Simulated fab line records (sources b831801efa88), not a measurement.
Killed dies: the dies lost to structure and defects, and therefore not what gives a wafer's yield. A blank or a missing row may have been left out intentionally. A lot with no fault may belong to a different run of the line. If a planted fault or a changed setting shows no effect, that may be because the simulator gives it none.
Matching of chambers ; flow gf180mcu ; cmp-01 running GF_V4_CMP_26: 4 sister chambers
The step polishes, stops on SiO2, t overpolish 15 s, target thk 0 nm. 8 wafers are shown with their chamber, then 9 later ones without.

EACH WAFER AND ITS CHAMBER
wafer;chamber;motorCurrentA (A);timeToEndpointS (s)
L989.1;2;9.9;85
L993.2;2;10.1;85
L993.5;1;10.5;83
L994.3;0;9.2;86
L994.5;3;11.0;82
L995.1;3;11.1;80
L995.3;0;8.7;81
L995.4;1;10.2;80

WAFERS WITHOUT THEIR CHAMBER
wafer;motorCurrentA (A);timeToEndpointS (s)
L996.1;10.8;78
L996.3;9.4;78
L996.6;9.0;82
L998.3;10.0;84
L998.4;11.6;78
L998.5;10.7;81
L102.1;9.4;82
L102.4;11.1;79
L102.5;11.5;81

THE CHAMBER EACH PASSED THROUGH
wafer;from the rows above;in truth
L996.1;can't be placed: 3 or 1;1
L996.3;can't be placed: 0 or 2 or 1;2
L996.6;0;0
L998.3;can't be placed: 2 or 1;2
L998.4;3;3
L998.5;can't be placed: 3 or 1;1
L102.1;can't be placed: 0 or 2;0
L102.4;3;3
L102.5;3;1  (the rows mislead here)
Correct placement for 3 of the 9. Not placeable from these rows: 5 (in 5, the candidates include the true chamber). Placed wrongly: 1.
How it was worked out, from the rows above alone: a wafer's distance from a chamber is the root of the sum, over the readings, of the square of ((its reading less the chamber's mean) divided by the reading's scatter). The wafer belongs to the nearest chamber; if the next one is less than 2 further off, it can't be placed. Each chamber's mean is taken over the wafers shown for it. The scatter is the square root of a quotient: the sum, over the shown wafers, of each reading's squared deviation from its chamber's mean, divided by wafers minus chambers.
